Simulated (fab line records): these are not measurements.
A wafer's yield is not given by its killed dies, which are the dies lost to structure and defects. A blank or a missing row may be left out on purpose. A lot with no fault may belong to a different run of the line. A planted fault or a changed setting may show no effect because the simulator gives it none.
Code-filled problem report in 8D (eight disciplines) form :: flow sky130 :: the parts of the form that need people (team, actions taken, sign-off) are left out

== 1. WHAT IS WRONG ==
Wafers free of any fault read 2583 (standard deviation 20) for LDD_N_TW at SKY_LDD_N_TW_MEAS_17, against a mean of 2908 on 6 wafers of 2 lots. That is +16 standard deviations from the usual mean.
First observed at day 23 15:39: wafer L463.1, on film_metro-02. The record holds 30 wafers of 10 lots with a number at this step. By rule, "out" or "out of limits" means more than 4 standard deviations away from the usual mean. All remaining wafers that have a number are taken as sound.

== 2. WHAT IT IS; WHAT IT IS NOT ==
question: which readings at this step
is: LDD_N_TW
is not: -

question: which lots
is: L462, L463
is not: L451, L452, L454, L455, L466, L468, L472, L474

question: which wafers of those lots
is: all that have a number
is not: -

question: read on which gauges
is: film_metro-02, film_metro-04
is not: film_metro-03

question: when
is: from day 23 15:39
is not: up to then (12 sound wafers); but 12 sound wafers of L466, L468, L472, L474 came after

== 3. SUSPECTS, AND WHAT RULES EACH OUT ==
Counting: any tool at a process step up to the reading is kept as a suspect provided that every lot that is out went through it and no sound lot did after the first of them.
- the gauge at SKY_LDD_N_TW_MEAS_17 is ruled out. Those wafers that are out were read across 2 gauges (film_metro-02, film_metro-04).
- implanter-04 at SKY_LDD_N_IMPLANT_11: kept. It processed each lot that is out, first L463 at day 23 14:48, and no sound lot thereafter; up to then, the last sound lot it processed was L451 at day 17 01:52. Its own beam_on_s, dose_ions_cm2, faraday_current_uA readings are out on those wafers.
- plasma_asher-01 at SKY_LDD_N_STRIP_16 (strips in O2/N2): kept. It processed each lot that is out, first L463 at day 23 15:33, and no sound lot thereafter; up to then, the last sound lot it processed was L454 at day 19 09:28. Its own strip_time_to_endpoint_s readings are out on those wafers.
Left after counting: implanter-04 at SKY_LDD_N_IMPLANT_11, plasma_asher-01 at SKY_LDD_N_STRIP_16.

== 4. THE CAUSE (what the simulator had put in) ==
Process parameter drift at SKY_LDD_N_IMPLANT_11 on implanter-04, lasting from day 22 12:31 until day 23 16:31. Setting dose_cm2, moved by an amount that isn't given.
Counting left 2 suspects, and this tool is among them.

== 5. THE EFFECT CHAIN, in route order ==
Each row: a reading where the mean over the struck wafers with a number is more than 3 standard deviations away from the usual. Only readings whose record carries a usual standard deviation are examined. hours: median over the lots of the time between each lot's start at the first step of this table that gives one and its start at this step. sigmas: the change, counted in usual standard deviations.
hours: 0
step: SKY_LDD_N_IMPLANT_11
reading: beam_on_s
usual: 10.00 s
on struck wafers: 49.11
change: +39.11
sigmas: +99 or more

hours: 0
step: SKY_LDD_N_IMPLANT_11
reading: dose_ions_cm2
usual: 7.499e+13
on struck wafers: 4.213e+14
change: +3.463e+14
sigmas: +99 or more

hours: 0
step: SKY_LDD_N_IMPLANT_11
reading: faraday_current_uA
usual: 423
on struck wafers: 484
change: +61
sigmas: +7.9

hours: 1
step: SKY_LDD_N_STRIP_16
reading: strip_time_to_endpoint_s
usual: 4.320 s
on struck wafers: 5.173
change: +0.853
sigmas: +53

hours: 1
step: SKY_LDD_N_TW_MEAS_17
reading: LDD_N_TW
usual: 2583
on struck wafers: 2908
change: +325
sigmas: +16
The process steps in it:
- SKY_LDD_N_IMPLANT_11
- SKY_LDD_N_STRIP_16: strips in O2/N2.

== 6. HOW IT WOULD HAVE BEEN CAUGHT EARLIER ==
The first out-of-limits reading at a measuring or inspecting step in this record came at day 23 15:39, 27 hours after the fault's start at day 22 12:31.
At SKY_LDD_N_IMPLANT_11, the tool's own readings (beam_on_s, dose_ions_cm2, faraday_current_uA) were out on each struck wafer the step has a row for, so an alarm limit on them would have fired on the first such wafer.
Among the 2 lots that are out, L462 began SKY_LDD_N_IMPLANT_11 on implanter-04 after day 23 15:39. Holding the tool at that time would have saved it.
